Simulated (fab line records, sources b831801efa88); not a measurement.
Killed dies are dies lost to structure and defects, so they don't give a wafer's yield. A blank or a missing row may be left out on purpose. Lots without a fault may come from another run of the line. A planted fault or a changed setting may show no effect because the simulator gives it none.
fab line records | flow sky130
record lots=14 wafers=42 last_day=51
route steps=708 shown METAL1@451 VIA1@474 METAL2@487
lots that met no fault: from a run of the same line without faults
start_h: hours from the record's first day to the start of the lot's first wafer shown | wait_h: hours since the lot's step before | " the same as in the row above | L1.1+2: a row that stands for several wafers | - no value, or no start given | * or withheld: withheld | < > ~ a bound
route shown NAME@n: a module of which the file shows steps, and the number in the route of the first | usual: mean/standard deviation of fault-free wafers | same: alike in all rows | chamber/n: place in a boat | sites: the reading at each site | _std_site: their standard deviation | _edge_site: outer sites' mean less inner sites' | radius_mm: how far each site lies from the wafer's centre | mask NAME#n: copy n | behind: the tool/chamber that last shaped the wafer | hold: why the lot was held/for how many hours/how that ended | device: the transistor (n, p or np) that didn't switch | end of line: the same wafers' tests at the end of the route | a step without rows: its recipe alone | killed: dies lost to structure and defects at the first sort, not the wafer's yield | map: a wafer's dies, x killed, . not, _ none there
set.NAME: the setting as run; set.NAME@STEP: as run at that earlier step | model.NAME: the simulator's own value behind a step, which no gauge read
steps of the route over a sample of lots; a table a step, a row a wafer
services: from which hour (start_h, from the record's first day; less than 0 if before it) a tool's chamber was out of use, for how many hours, and why
## steps
# step SKY_METAL1_DESCUM_17
# recipe chemistry=O2 source_power_w=150 bias_power_w=0 pressure_mtorr=10 temp_c=40 time_s=8
# usual chamber_pressure_mTorr=10.000/0.0084 drypump_motor_current_A=5.4/0.31 oes_product_au=0.996/0.012
# columns lot.wafer tool chamber start_h wait_h chamber_pressure_mTorr drypump_motor_current_A oes_product_au rf_hours_counter_h
L312.4 rie_metal-03 1 807.10 0.0 9.980 5.6 1.017 -
L312.5 " 0 " " 9.992 5.0 0.996 -
L312.6 " 1 " " 10.004 5.7 1.016 -
L310.1 rie_metal-01 0 808.54 0.0 10.015 5.7 0.977 5
L310.4 " 0 " " 9.990 5.7 0.975 -
L310.6 " 1 " " 9.995 5.3 0.982 -
L313.1 rie_metal-03 0 824.36 0.0 9.997 5.0 0.998 4
L313.3 " 0 " " 9.999 5.0 1.005 -
L313.6 " 1 " " 9.994 5.6 1.019 -
L316.1 rie_metal-04 1 834.45 0.0 10.008 5.9 0.974 9
L316.2 " 0 " " 10.006 5.2 0.997 3
L316.3 " 0 " " 9.994 5.2 0.999 -
L315.2 rie_metal-01 1 836.09 0.0 9.992 5.3 0.989 13
L315.4 " 1 " " 9.997 5.3 0.989 -
L315.5 " 0 " " 10.025 5.7 0.994 -
L317.2 rie_metal-04 0 852.64 0.0 9.992 5.2 1.011 5
L317.5 " 1 " " 10.001 5.8 1.002 -
L317.6 " 0 " " 10.005 5.2 1.003 -
L318.2 rie_metal-03 0 857.06 0.0 9.999 5.0 0.985 -
L318.4 " 0 " " 9.993 5.0 0.994 -
L318.6 " 0 " " 10.004 5.0 0.997 -
L320.1 rie_metal-04 0 869.84 0.0 9.999 5.2 0.999 5
L320.4 " 0 " " 10.000 5.2 0.996 -
L320.5 " 0 " " 9.999 5.1 1.006 -
L323.3 rie_metal-03 1 889.55 0.0 9.998 5.6 1.006 -
L323.4 " 0 " " 9.999 5.1 1.008 -
L323.5 " 1 " " 9.992 5.6 1.011 -
L325.3 rie_metal-04 1 904.95 0.0 9.995 5.8 0.998 -
L325.4 " 0 " " 10.015 5.2 0.987 -
L325.5 " 1 " " 10.015 5.9 1.001 -
L327.1 rie_metal-04 0 914.94 0.0 10.010 5.2 0.995 7
L327.5 " 0 " " 10.003 5.1 0.995 -
L327.6 " 1 " " 9.996 5.8 1.012 -
L328.2 rie_metal-03 0 916.09 0.0 9.988 5.0 0.997 8
L328.3 " 0 " " 10.006 5.0 0.992 -
L328.4 " 1 " " 9.994 5.6 1.000 -
L330.1 rie_metal-01 0 937.02 0.0 9.988 5.7 0.984 10
L330.4 " 0 " " 10.009 5.7 0.977 -
L330.5 " 0 " " 10.004 5.7 0.991 -
L332.1 rie_metal-03 1 954.14 0.0 9.986 5.6 1.010 4
L332.3 " 1 " " 9.987 5.6 1.009 -
L332.4 " 0 " " 10.006 5.0 1.025 -
# step SKY_VIA1_STRIP_16
# recipe chemistry=O2/N2 power_w=1400 pressure_mtorr=1500 platen_temp_c=withheld o2_flow_sccm=3000 n2_flow_sccm=300 overash_fraction=0.5
# usual chamber_pressure_mTorr=1500.0/1.3 drypump_motor_current_A=5.6/0.48 n2_flow_sccm=300.0/0.87 oes_product_au=0.416/0.0043 strip_time_to_endpoint_s=4.466/0.028
# columns lot.wafer tool chamber start_h wait_h chamber_pressure_mTorr drypump_motor_current_A n2_flow_sccm oes_product_au rf_hours_counter_h strip_time_to_endpoint_s
L312.4 plasma_asher-01 0 835.19 0.1 1500.1 5.3 299.5 0.416 - 4.443
L312.5 " 0 " " 1500.1 5.2 299.7 0.415 - 4.463
L312.6 " 1 " " 1502.2 6.3 300.3 0.422 - 4.465
L310.1 plasma_asher-02 1 837.17 0.0 1499.0 5.2 301.6 0.417 73 4.457
L310.4 " 0 " " 1499.8 5.2 298.8 0.417 - 4.457
L310.6 " 0 " " 1498.7 5.2 301.0 0.419 - 4.451
L313.1 plasma_asher-02 1 852.78 0.0 1500.3 5.2 299.4 0.417 74 4.456
L313.3 " 0 " " 1503.3 5.2 299.3 0.410 - 4.395
L313.6 " 0 " " 1498.4 5.2 300.6 0.415 - 4.438
L316.1 plasma_asher-02 1 863.35 0.0 1499.2 5.2 300.0 0.417 76 4.476
L316.2 " 0 " " 1501.2 5.2 299.5 0.422 76 4.432
L316.3 " 1 " " 1500.8 5.2 300.0 0.414 - 4.506
L315.2 plasma_asher-02 1 864.35 0.0 1496.3 5.2 299.8 0.427 76 4.492
L315.4 " 1 " " 1497.7 5.2 299.7 0.421 - 4.500
L315.5 " 1 " " 1500.8 5.2 299.0 0.412 - 4.456
L317.2 plasma_asher-03 0 880.03 0.0 1500.2 6.0 300.3 0.411 13 4.480
L317.5 " 1 " " 1501.7 6.1 300.6 0.419 - 4.417
L317.6 " 0 " " 1502.3 6.0 299.7 0.426 - 4.461
L318.2 plasma_asher-01 1 885.42 0.0 1501.7 6.3 299.6 0.414 102 4.493
L318.4 " 0 " " 1500.2 5.3 299.2 0.414 - 4.480
L318.6 " 0 " " 1497.6 5.3 299.8 0.421 - 4.482
L320.1 plasma_asher-01 0 898.18 0.0 1497.8 5.3 301.1 0.417 104 4.440
L320.4 " 0 " " 1499.1 5.2 299.6 0.418 - 4.429
L320.5 " 1 " " 1501.9 6.4 300.5 0.416 - 4.503
L323.3 plasma_asher-03 0 917.00 0.1 1499.7 6.1 300.2 0.412 - 4.457
L323.4 " 1 " " 1500.4 6.1 300.6 0.420 - 4.478
L323.5 " 0 " " 1499.7 6.1 300.0 0.417 - 4.471
L325.3 plasma_asher-01 1 931.55 0.1 1500.1 6.4 300.8 0.417 - 4.428
L325.4 " 0 " " 1498.5 5.3 300.6 0.412 - 4.472
L325.5 " 1 " " 1501.7 6.4 300.1 0.414 - 4.432
L327.1 plasma_asher-02 1 942.53 0.0 1500.6 5.2 298.7 0.415 82 4.419
L327.5 " 0 " " 1499.9 5.2 298.2 0.414 - 4.474
L327.6 " 1 " " 1500.6 5.2 300.2 0.418 - 4.457
L328.2 plasma_asher-03 0 942.88 0.0 1500.5 6.1 299.3 0.407 20 4.460
L328.3 " 0 " " 1501.1 6.1 299.3 0.421 - 4.477
L328.4 " 1 " " 1501.2 6.1 299.7 0.418 - 4.455
L330.1 plasma_asher-02 0 963.73 0.0 1499.8 5.2 299.6 0.408 84 4.480
L330.4 " 0 " " 1498.6 5.2 299.7 0.422 - 4.444
L330.5 " 1 " " 1501.8 5.2 301.6 0.414 - 4.466
L332.1 plasma_asher-01 0 980.80 0.0 1497.8 5.3 301.1 0.415 112 4.438
L332.3 " 0 " " 1496.9 5.3 301.6 0.417 - 4.484
L332.4 " 1 " " 1500.8 6.3 300.4 0.418 - 4.469
# step SKY_METAL2_SPUTTER_04
# recipe material=TiN target_thk_nm=70 power_w=6500 time_s=58.3 chamber_pressure_pa=0.4
# usual throttle_valve_pct=30.0/0.81
# columns lot.wafer tool chamber start_h wait_h throttle_valve_pct
L312.4 pvd_sputter-04 - 836.51 0.0 29.4
L312.5 " - " " 30.3
L312.6 " - " " 29.7
L310.1 pvd_sputter-03 - 838.61 0.0 29.7
L310.4 " - " " 30.0
L310.6 " - " " 28.5
L313.1 pvd_sputter-03 - 854.10 0.0 29.4
L313.3 " - " " 28.8
L313.6 " - " " 29.9
L316.1 pvd_sputter-01 - 864.67 0.0 30.9
L316.2 " - " " 29.5
L316.3 " - " " 30.7
L315.2 pvd_sputter-04 - 865.67 0.0 29.0
L315.4 " - " " 29.7
L315.5 " - " " 30.5
L317.2 pvd_sputter-03 - 881.38 0.0 28.6
L317.5 " - " " 28.8
L317.6 " - " " 29.5
L318.2 pvd_sputter-01 - 886.77 0.0 31.1
L318.4 " - " " 29.6
L318.6 " - " " 30.9
L320.1 pvd_sputter-04 - 899.52 0.0 30.3
L320.4 " - " " 29.4
L320.5 " - " " 29.2
L323.3 pvd_sputter-04 - 918.28 0.0 29.8
L323.4 " - " " 30.2
L323.5 " - " " 29.6
L325.3 pvd_sputter-01 - 932.83 0.0 31.2
L325.4 " - " " 31.2
L325.5 " - " " 31.2
L327.1 pvd_sputter-03 - 943.84 0.0 29.8
L327.5 " - " " 30.1
L327.6 " - " " 28.8
L328.2 pvd_sputter-01 - 944.44 0.0 31.4
L328.3 " - " " 31.1
L328.4 " - " " 31.2
L330.1 pvd_sputter-01 - 965.07 0.0 30.0
L330.4 " - " " 31.3
L330.5 " - " " 31.2
L332.1 pvd_sputter-03 - 982.15 0.0 29.8
L332.3 " - " " 29.5
L332.4 " - " " 28.8
# step SKY_METAL2_STRIP_20
# recipe chemistry=O2/N2 power_w=1400 pressure_mtorr=1500 platen_temp_c=withheld o2_flow_sccm=3000 n2_flow_sccm=300 overash_fraction=0.5
# usual chamber_pressure_mTorr=1499.9/1.3 drypump_motor_current_A=5.8/0.53 n2_flow_sccm=300.0/0.93 oes_product_au=0.343/0.0058 strip_time_to_endpoint_s=2.70/0.077
# columns lot.wafer tool chamber start_h wait_h chamber_pressure_mTorr drypump_motor_current_A n2_flow_sccm oes_product_au rf_hours_counter_h strip_time_to_endpoint_s
L312.4 plasma_asher-04 1 863.96 0.1 1503.4 6.0 298.6 0.333 - 2.73
L312.5 " 1 " " 1498.1 6.0 299.5 0.349 - 2.73
L312.6 " 0 " " 1499.0 6.4 300.6 0.339 - 2.74
L310.1 plasma_asher-04 0 865.97 0.1 1499.0 6.4 300.2 0.342 45 2.75
L310.4 " 0 " " 1499.0 6.4 299.4 0.356 - 2.84
L310.6 " 1 " " 1498.8 6.0 300.1 0.347 - 2.75
L313.1 plasma_asher-04 1 880.47 0.1 1501.2 6.0 300.3 0.344 46 2.64
L313.3 " 0 " " 1499.1 6.4 300.0 0.346 - 2.70
L313.6 " 1 " " 1500.1 6.0 300.4 0.344 - 2.70
L316.1 plasma_asher-01 0 891.47 0.1 1500.7 5.3 299.9 0.346 103 2.70
L316.2 " 1 " " 1500.1 6.4 299.5 0.341 103 2.73
L316.3 " 0 " " 1502.2 5.3 300.6 0.340 - 2.72
L315.2 plasma_asher-01 1 892.77 0.1 1501.8 6.4 300.3 0.336 103 2.61
L315.4 " 0 " " 1497.9 5.3 300.9 0.338 - 2.60
L315.5 " 0 " " 1500.5 5.3 299.8 0.338 - 2.63
L317.2 plasma_asher-02 1 908.50 0.1 1498.7 5.2 299.8 0.342 79 2.65
L317.5 " 0 " " 1501.6 5.2 299.4 0.339 - 2.67
L317.6 " 1 " " 1501.6 5.2 299.5 0.337 - 2.64
L318.2 plasma_asher-02 0 913.87 0.1 1501.4 5.2 300.0 0.347 79 2.76
L318.4 " 0 " " 1499.4 5.2 300.5 0.353 - 2.75
L318.6 " 1 " " 1498.6 5.2 299.7 0.348 - 2.75
L320.1 plasma_asher-01 1 925.46 0.1 1498.5 6.4 300.0 0.348 106 2.80
L320.4 " 1 " " 1500.3 6.4 300.6 0.340 - 2.72
L320.5 " 1 " " 1500.3 6.4 300.5 0.351 - 2.79
L323.3 plasma_asher-01 1 944.01 0.1 1498.7 6.4 301.0 0.336 - 2.65
L323.4 " 0 " " 1499.4 5.3 298.1 0.335 - 2.64
L323.5 " 1 " " 1500.6 6.4 299.9 0.337 - 2.63
L325.3 plasma_asher-02 1 958.41 0.1 1500.9 5.2 299.2 0.349 - 2.71
L325.4 " 0 " " 1498.6 5.2 300.8 0.346 - 2.73
L325.5 " 1 " " 1499.1 5.2 298.9 0.343 - 2.74
L327.1 plasma_asher-01 1 968.26 0.1 - - - - - -
L327.5 " 0 " " - - - - - -
L327.6 " 1 " " - - - - - -
L328.2 plasma_asher-01 0 969.32 0.1 - - - - - -
L328.3 " 1 " " - - - - - -
L328.4 " 0 " " - - - - - -
L330.1 plasma_asher-01 0 990.27 0.1 1497.9 5.3 300.2 0.345 113 2.83
L330.4 " 0 " " 1498.9 5.3 298.8 0.342 - 2.82
L330.5 " 1 " " 1500.9 6.3 298.6 0.350 - 2.85
L332.1 plasma_asher-01 0 1006.27 0.1 1499.6 5.3 297.4 0.350 115 2.75
L332.3 " 0 " " 1499.2 5.3 299.9 0.352 - 2.79
L332.4 " 1 " " 1498.5 6.3 300.4 0.349 - 2.76
## services
# columns tool chamber start_h hours kind
plasma_asher-02 - 797.69 3.7 repair
plasma_asher-03 - 817.45 2.9 repair
rie_metal-01 - 832.78 0.2 repair
rie_metal-03 1 844.29 - clean
rie_metal-03 1 844.29 16.2 scheduled_down
rie_metal-03 1 844.29 16.2 vent_cycle
rie_metal-04 1 845.03 5.6 repair
pvd_sputter-04 - 866.49 1.7 repair
plasma_asher-02 - 879.25 14.6 pm
rie_metal-01 - 896.53 1.4 pm
plasma_asher-02 - 900.74 1.3 repair
pvd_sputter-04 - 908.70 1.4 repair
pvd_sputter-03 - 911.46 1.9 repair
pvd_sputter-04 - 911.85 1.4 repair
rie_metal-04 - 933.44 26.7 repair
rie_metal-03 - 979.62 1.4 pm
plasma_asher-02 - 981.48 2.8 pm
plasma_asher-02 - 1000.12 1.1 repair
## key
first_sign step=SKY_METAL2_STRIP_20 reading=tool_record direction=missing
effect none on later readings
met_at SKY_METAL2_STRIP_20
struck_lots L327,L328
later_rows_left_out L327.1,L327.5,L327.6,L328.2,L328.3,L328.4
sort_left_out L327.1,L327.5,L327.6,L328.2,L328.3,L328.4
tester_left_out L327
not_acting_at SKY_METAL1_DESCUM_17,SKY_VIA1_STRIP_16,SKY_METAL2_SPUTTER_04
onset_between 944.01 968.26
earlier_fault kind=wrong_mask tool=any chamber=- onset_h=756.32 steps=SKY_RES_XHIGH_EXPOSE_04 aux_copy=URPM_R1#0 cd_offset_nm=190 scope=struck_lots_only
fault kind=skipped_step_whole tool=plasma_asher-01 chamber=- onset_h=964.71 steps=SKY_METAL2_STRIP_20 scope=struck_lots_only
# tester_left_out: of these lots the tester's yield and bins aren't shown, on N5 and GAA mostly nor the transistor test; their killed dies are dies lost to structure and defects alone, not to doping, threshold or leakage, so they don't give the yield
# sort_left_out: the simulated sort isn't trusted on such a fault, so these wafers' sort isn't shown, and their yield isn't known
# later_rows_left_out: the simulator's readings of these wafers behind a module that went badly wrong aren't trusted and aren't shown, but for the sort
